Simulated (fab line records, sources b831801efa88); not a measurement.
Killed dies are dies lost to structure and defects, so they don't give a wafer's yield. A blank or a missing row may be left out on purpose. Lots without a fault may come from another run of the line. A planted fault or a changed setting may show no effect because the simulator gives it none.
One fault seen from 2 desks | flow sky130 | each desk has only its own numbers; what lay behind them comes last

THE METROLOGY DESK
What the gauges read, lot by lot, whatever tool the lot ran on: means of the sampled wafers that have a number. A lot is out of limits, marked OUT, if its mean lies more than 4 standard deviations from the usual mean; the brackets give that distance.
Columns: A = VIA4_BOW at SKY_VIA4_BOW_MEAS_03, usual 78 um
lot  | first seen here | A
L132 | day 42 03:32    | 72
L133 | day 42 04:31    | 83
L134 | day 42 12:08    | 79
L139 | day 43 17:52    | 86
L138 | day 43 18:34    | 79
L142 | day 44 07:37    | 76
L143 | day 45 12:19    | 73
L144 | day 45 14:29    | 75
L147 | day 46 01:06    | 69
L151 | day 46 19:07    | 68
L155 | day 47 19:34    | 81
This desk's finding: nothing out of limits on any of the 11 lots.

THE TOOL OWNER'S DESK: cmp-02
The tool's own readings at SKY_VIA4_CMP_21 (polishes, stops on SiO2, t overpolish 25 s, target thk 0 nm): means of the sampled wafers that have a number, for each lot that ran on this tool. A lot is out of limits, marked OUT, if its mean lies more than 4 standard deviations from the usual mean; the brackets give that distance.
Columns: A = motor_current_A at SKY_VIA4_CMP_21, usual 10.3 A; B = overpolish_run_s at SKY_VIA4_CMP_21, usual 25.000 s; C = time_to_endpoint_s at SKY_VIA4_CMP_21, usual 123 s
lot  | first seen here | A    | B                        | C
L132 | day 43 03:52    | 9.9  | 25.000                   | 124
L139 | day 44 17:02    | 10.0 | 24.995                   | 125
L142 | day 45 06:14    | 10.0 | 25.508 (+55) OUT         | 126
L144 | day 46 12:19    | 9.6  | 26.022 (+99 or more) OUT | 122
This desk's finding: out of limits on L142, L144; first on L142, day 45 06:14 (overpolish_run_s at SKY_VIA4_CMP_21). In limits: L132, L139.

PUT TOGETHER
The tool owner's desk could have raised an alarm at day 45 06:14, on L142, L144.
The metrology desk saw nothing out of limits.
The metrology desk has L142, L144 on record, within its limits.
Of the lots named, all ran SKY_VIA4_CMP_21 on cmp-02.

WHAT THE SIMULATOR HAD PUT IN
Process parameter drift: cmp-02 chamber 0, from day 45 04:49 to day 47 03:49, at SKY_VIA4_CMP_21. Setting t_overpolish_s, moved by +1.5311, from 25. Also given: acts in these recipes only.
Lots struck among those shown: L142, L144.
Hours from the fault's start to each desk's first reading out of limits: the tool owner's desk, 1.
